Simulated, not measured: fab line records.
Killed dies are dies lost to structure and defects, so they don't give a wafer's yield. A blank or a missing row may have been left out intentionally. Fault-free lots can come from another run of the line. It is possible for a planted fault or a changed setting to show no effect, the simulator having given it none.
Check for tools in common / flow sky130 / Sample size 12 lots and 36 wafers

## REASON IT WAS OPENED
Of 12 lots, 2 have the reading SONOS_ONO_CVD_04_THK flagged at SKY_SONOS_ONO_THK_MEAS_05. Wafers without a fault read 5.69 nm, standard deviation 0.1.
Rule: a lot is flagged in two cases, either no wafer of it has a number, or all its wafers with numbers fall more than 4 standard deviations from that mean. As for the other lots, they are considered sound.

lot=L803; measured=day 11 17:09; on=film_metro-01; SONOS_ONO_CVD_04_THK (nm), wafer by wafer=5.61 5.57 5.56; flag=
lot=L804; measured=day 11 23:20; on=film_metro-03; SONOS_ONO_CVD_04_THK (nm), wafer by wafer=5.80 5.68 5.79; flag=
lot=L805; measured=day 12 10:10; on=film_metro-03; SONOS_ONO_CVD_04_THK (nm), wafer by wafer=5.68 5.49 5.56; flag=
lot=L806; measured=day 12 22:37; on=film_metro-03; SONOS_ONO_CVD_04_THK (nm), wafer by wafer=5.84 5.74 5.72; flag=
lot=L807; measured=day 13 11:05; on=film_metro-03; SONOS_ONO_CVD_04_THK (nm), wafer by wafer=5.56 5.59 5.54; flag=
lot=L809; measured=day 13 14:27; on=film_metro-03; SONOS_ONO_CVD_04_THK (nm), wafer by wafer=5.65 5.78 5.55; flag=
lot=L812; measured=day 14 20:44; on=film_metro-03; SONOS_ONO_CVD_04_THK (nm), wafer by wafer=6.35 6.31 6.20; flag=FLAGGED
lot=L813; measured=day 15 02:52; on=film_metro-03; SONOS_ONO_CVD_04_THK (nm), wafer by wafer=6.18 6.43 6.26; flag=FLAGGED
lot=L822; measured=day 18 07:37; on=film_metro-03; SONOS_ONO_CVD_04_THK (nm), wafer by wafer=5.67 5.59 5.65; flag=
lot=L823; measured=day 18 07:37; on=film_metro-02; SONOS_ONO_CVD_04_THK (nm), wafer by wafer=5.71 5.78 5.78; flag=
lot=L824; measured=day 18 20:35; on=film_metro-03; SONOS_ONO_CVD_04_THK (nm), wafer by wafer=5.64 5.63 5.68; flag=
lot=L826; measured=day 19 01:44; on=film_metro-01; SONOS_ONO_CVD_04_THK (nm), wafer by wafer=5.60 5.65 5.73; flag=
Average over the flagged lots: 6.29 nm; offset from the usual +0.60 nm, equal to +6 standard deviations.

## WHICH TOOL EACH LOT WENT THROUGH
The record holds 3 process steps before the reading, out of a route of 708 steps. Each cell gives the tool, then ch followed by the chambers the sampled wafers passed through, then the start.
lot=L803; flag=; SKY_VT_ADJUST_LVTN_STRIP_20=plasma_asher-03 ch 0,1, day 7 20:23; SKY_VT_ADJUST_NCORE_STRIP_10=plasma_asher-01 ch 0,1, day 8 17:32; SKY_SONOS_ONO_CVD_04=lpcvd-03 ch 0, day 11 15:54
lot=L804; flag=; SKY_VT_ADJUST_LVTN_STRIP_20=plasma_asher-04 ch 0,1, day 8 03:11; SKY_VT_ADJUST_NCORE_STRIP_10=plasma_asher-01 ch 0,1, day 8 23:50; SKY_SONOS_ONO_CVD_04=lpcvd-03 ch 1, day 11 22:04
lot=L805; flag=; SKY_VT_ADJUST_LVTN_STRIP_20=plasma_asher-02 ch 0,1, day 8 11:31; SKY_VT_ADJUST_NCORE_STRIP_10=plasma_asher-03 ch 0,1, day 9 08:20; SKY_SONOS_ONO_CVD_04=lpcvd-03 ch 0, day 12 08:55
lot=L806; flag=; SKY_VT_ADJUST_LVTN_STRIP_20=plasma_asher-03 ch 0,1, day 8 20:17; SKY_VT_ADJUST_NCORE_STRIP_10=plasma_asher-03 ch 0,1, day 9 17:29; SKY_SONOS_ONO_CVD_04=lpcvd-03 ch 0, day 12 21:21
lot=L807; flag=; SKY_VT_ADJUST_LVTN_STRIP_20=plasma_asher-02 ch 1, day 9 03:52; SKY_VT_ADJUST_NCORE_STRIP_10=plasma_asher-03 ch 0,1, day 10 01:05; SKY_SONOS_ONO_CVD_04=lpcvd-03 ch 1, day 13 09:49
lot=L809; flag=; SKY_VT_ADJUST_LVTN_STRIP_20=plasma_asher-03 ch 0,1, day 9 11:09; SKY_VT_ADJUST_NCORE_STRIP_10=plasma_asher-03 ch 0,1, day 10 08:25; SKY_SONOS_ONO_CVD_04=lpcvd-03 ch 1, day 13 13:11
lot=L812; flag=FLAGGED; SKY_VT_ADJUST_LVTN_STRIP_20=plasma_asher-02 ch 0,1, day 10 12:05; SKY_VT_ADJUST_NCORE_STRIP_10=plasma_asher-04 ch 0,1, day 11 10:38; SKY_SONOS_ONO_CVD_04=lpcvd-03 ch 0, day 14 19:29
lot=L813; flag=FLAGGED; SKY_VT_ADJUST_LVTN_STRIP_20=plasma_asher-03 ch 0,1, day 10 17:47; SKY_VT_ADJUST_NCORE_STRIP_10=plasma_asher-01 ch 0,1, day 11 17:29; SKY_SONOS_ONO_CVD_04=lpcvd-03 ch 0, day 15 01:37
lot=L822; flag=; SKY_VT_ADJUST_LVTN_STRIP_20=plasma_asher-03 ch 0,1, day 13 10:44; SKY_VT_ADJUST_NCORE_STRIP_10=plasma_asher-03 ch 0,1, day 14 12:21; SKY_SONOS_ONO_CVD_04=lpcvd-03 ch 0, day 18 06:22
lot=L823; flag=; SKY_VT_ADJUST_LVTN_STRIP_20=plasma_asher-03 ch 0, day 13 11:35; SKY_VT_ADJUST_NCORE_STRIP_10=plasma_asher-01 ch 0,1, day 14 13:48; SKY_SONOS_ONO_CVD_04=lpcvd-03 ch 0, day 18 06:22
lot=L824; flag=; SKY_VT_ADJUST_LVTN_STRIP_20=plasma_asher-03 ch 0,1, day 13 20:38; SKY_VT_ADJUST_NCORE_STRIP_10=plasma_asher-01 ch 0, day 14 23:12; SKY_SONOS_ONO_CVD_04=lpcvd-03 ch 1, day 18 19:20
lot=L826; flag=; SKY_VT_ADJUST_LVTN_STRIP_20=plasma_asher-02 ch 0,1, day 14 04:44; SKY_VT_ADJUST_NCORE_STRIP_10=plasma_asher-03 ch 0,1, day 15 07:30; SKY_SONOS_ONO_CVD_04=lpcvd-03 ch 0, day 19 00:29
What the steps here do:
- SKY_VT_ADJUST_LVTN_STRIP_20: strips in O2/N2.
- SKY_VT_ADJUST_NCORE_STRIP_10: strips in O2/N2.
- SKY_SONOS_ONO_CVD_04: deposits SiO2 from SiH4/N2O, target thk 5.7199 nm.
- SKY_SONOS_ONO_THK_MEAS_05

## FLAGGED OVER TOTAL, TOOL BY TOOL (the gauges that took the reading come last)
step=SKY_VT_ADJUST_LVTN_STRIP_20; tool=plasma_asher-02; lots run=4; flagged=1; share of the flagged lots=some; sound lots run after its first flagged lot=1 (L826)
step=SKY_VT_ADJUST_LVTN_STRIP_20; tool=plasma_asher-03; lots run=7; flagged=1; share of the flagged lots=some; sound lots run after its first flagged lot=3 (L822,L823,L824)
step=SKY_VT_ADJUST_LVTN_STRIP_20; tool=plasma_asher-04; lots run=1; flagged=0; share of the flagged lots=none; sound lots run after its first flagged lot=-
step=SKY_VT_ADJUST_NCORE_STRIP_10; tool=plasma_asher-01; lots run=5; flagged=1; share of the flagged lots=some; sound lots run after its first flagged lot=2 (L823,L824)
step=SKY_VT_ADJUST_NCORE_STRIP_10; tool=plasma_asher-03; lots run=6; flagged=0; share of the flagged lots=none; sound lots run after its first flagged lot=-
step=SKY_VT_ADJUST_NCORE_STRIP_10; tool=plasma_asher-04; lots run=1; flagged=1; share of the flagged lots=some; sound lots run after its first flagged lot=0
step=SKY_SONOS_ONO_CVD_04; tool=lpcvd-03; lots run=12; flagged=2; share of the flagged lots=all; sound lots run after its first flagged lot=4 (L822,L823,L824,L826)
step=SKY_SONOS_ONO_THK_MEAS_05; tool=film_metro-01; lots run=2; flagged=0; share of the flagged lots=none; sound lots run after its first flagged lot=-
step=SKY_SONOS_ONO_THK_MEAS_05; tool=film_metro-02; lots run=1; flagged=0; share of the flagged lots=none; sound lots run after its first flagged lot=-
step=SKY_SONOS_ONO_THK_MEAS_05; tool=film_metro-03; lots run=9; flagged=2; share of the flagged lots=all; sound lots run after its first flagged lot=2 (L822,L824)

## THE TABLE: WHAT IT ALLOWS
Table rows that saw every flagged lot: 2, namely lpcvd-03 at SKY_SONOS_ONO_CVD_04 and film_metro-03 at SKY_SONOS_ONO_THK_MEAS_05.
- lpcvd-03 at SKY_SONOS_ONO_CVD_04 ran 12 lots, 2 of them flagged. Sound lots followed the first flagged one (L822, L823, L824, L826) on it, something a lasting fault affecting the whole tool could not allow. Its own readings (pressure_mtorr) fall more than 4 standard deviations out on all wafers of the flagged lots.
- film_metro-03 at SKY_SONOS_ONO_THK_MEAS_05 ran 9 lots, 2 of them flagged. Sound lots followed the first flagged one (L822, L824) on it, something a lasting fault affecting the whole tool could not allow.
None of the table's rows ran every flagged lot and, after the first, no sound lot.

## WHAT THE SIMULATOR PUT IN
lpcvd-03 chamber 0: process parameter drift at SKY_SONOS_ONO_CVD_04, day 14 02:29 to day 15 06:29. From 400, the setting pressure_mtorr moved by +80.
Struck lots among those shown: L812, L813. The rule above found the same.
